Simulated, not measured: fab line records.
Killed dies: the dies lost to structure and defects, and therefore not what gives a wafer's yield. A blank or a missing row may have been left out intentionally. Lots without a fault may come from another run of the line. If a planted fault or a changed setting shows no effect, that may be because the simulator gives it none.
A struck lot beside a sound one ; flow sky130 ; 18 steps out of a route of 708
Sound: the wafers L861.1, L861.3, L861.6. Struck: wafer L877.4. (L877.1, L877.6 of the same lot were not struck and are left out.) The cause comes at the end.
For every step that has rows: the tool of each side, followed by ch and its chambers, followed by its first start. Under that, the readings that differ: sound wafers ; struck wafers ; difference of the means ; sigmas: that difference in standard deviations of wafers without a fault.
alike: words and numbers the same on both sides, and readings whose means are apart by under 2 such deviations; not compared: readings that were withheld, readings missing a value for some wafer, numbers with overlapping values and no deviation given by the record, and bounds like >300 which may hide the same value.
Wherever a step has rows on one side only, a row that says differs or no value, or a row with sigmas, the two part there. Numbers that have no deviation but don't overlap get no sigmas and don't part them. A reading missing from all wafers of one side parts the sides only when that side holds two or more wafers.

first, 1 step without rows for these wafers: SKY_POLY_GATE_CVD_03 (deposits Si3N4 from DCS/NH3, target thk 75 nm, time 1290 s).
SKY_POLY_GATE_THK_MEAS_04:
  sound on film-metro-03, day 16 11:26; struck on film-metro-04, day 21 07:31
  alike: POLY_GATE_CVD_03_THK
then, 8 steps without rows for these wafers: SKY_POLY_GATE_DEHYDRATE_05 (time 60 s); SKY_POLY_GATE_HMDS_06 (prime time 60 s); SKY_POLY_GATE_COAT_07 (resist thk 110 nm); SKY_POLY_GATE_COAT_08 (resist thk 450 nm); SKY_POLY_GATE_SOFTBAKE_09 (time 90 s); SKY_POLY_GATE_EXPOSE_10 (exposes mask P1M, target cd 150 nm); SKY_POLY_GATE_PEB_11; SKY_POLY_GATE_DEVELOP_12 (develop time 60 s).
SKY_POLY_GATE_CD_MEAS_13: the cd target is 150 nm.
  sound on cd-sem-02, day 17 15:44; struck on cd-sem-01, day 22 14:03
reading;sound;struck;difference;sigmas
cd-nm (nm);154.3 154.0 152.8;149.6;-4.1;-3
SKY_POLY_GATE_OVL_MEAS_14:
  sound on overlay-01, day 17 15:51; struck on overlay-01, day 22 14:10
  alike: POLY_GATE_OVL
SKY_POLY_GATE_ETCH_15: etches BARC in N2/H2, stops on SiO2, time 118.5 s, target depth 110 nm.
  sound on rie-diel-03 ch 0,3, day 17 15:53; struck on rie-diel-03 ch 1, day 22 14:13
reading;sound;struck;difference;sigmas
bias-w (W);100.0 100.7 99.9;46.4;-53.8;-99 or more
model.KrF-thick_of_POLY_GATE_COAT_08.thk-nm (nm);341.8 341.7 341.6;361.6;+19.9;
  alike: drypump-motor-current-A, oes-product-au, throttle-valve-pct
  not compared: rf-hours-counter-h
SKY_POLY_GATE_ETCH_16: etches Si3N4 in CH3F/O2, stops on poly-Si, time 147.5 s, target depth 75 nm.
  sound on rie-diel-03 ch 0,3, day 17 15:58; struck on rie-diel-03 ch 1, day 22 14:17
reading;sound;struck;difference;sigmas
throttle-valve-pct (%);10.514 10.517 10.514;10.535;+0.020;+2
  alike: bias-w, drypump-motor-current-A, oes-product-au
  not compared: rf-hours-counter-h
SKY_POLY_GATE_ETCH_17: etches poly-Si in HBr/Cl2, stops on SiO2, target depth 180 nm, time 70.5 s.
  sound on rie-si-01 ch 0,3, day 17 16:04; struck on rie-si-01 ch 0, day 22 14:23
reading;sound;struck;difference;sigmas
oes-product-au (a.u.);0.994 0.984 0.991;1.007;+0.017;+2
model.KrF-thick_of_POLY_GATE_COAT_08.thk-nm (nm);132.9 134.8 134;152.7;+18.8;
  alike: bias-w, drypump-motor-current-A, throttle-valve-pct
  not compared: rf-hours-counter-h
SKY_POLY_GATE_STRIP_18: strips in O2/N2.
  sound on plasma-asher-03 ch 0, day 17 16:08; struck on plasma-asher-03 ch 0, day 22 14:26
reading;sound;struck;difference;sigmas
strip-time-to-endpoint-s (s);3.10 3.13 3.12;3.30;+0.18;+5
  alike: drypump-motor-current-A, oes-product-au
  not compared: rf-hours-counter-h
then, 1 step without rows for these wafers: SKY_POLY_GATE_CLEAN_19 (cleans in SC1/SC2, time 150 s).
-- a jump in the record: the struck wafers' starts before and after are 27 days apart (it breaks off in module POLY_GATE and resumes in module PAD_OPEN, where the first step shown is number 708 of the route) --
SKY_PAD_OPEN_PROBE_99:
  sound on prober-01, day 46 19:34; struck on prober-01, day 49 23:40
  alike: killed_at_M0_to_M3, killed_at_M4_up, killed-at-contacts, killed-at-front-end, killed-at-other, killed-dies, killed-open, killed-short

## WHERE THEY PART
At SKY_POLY_GATE_CD_MEAS_13 first; at SKY_POLY_GATE_STRIP_18 last (within this record only). Later steps at which nothing parts them and some readings are alike: SKY_PAD_OPEN_PROBE_99.

WHY: whatever the simulator had introduced
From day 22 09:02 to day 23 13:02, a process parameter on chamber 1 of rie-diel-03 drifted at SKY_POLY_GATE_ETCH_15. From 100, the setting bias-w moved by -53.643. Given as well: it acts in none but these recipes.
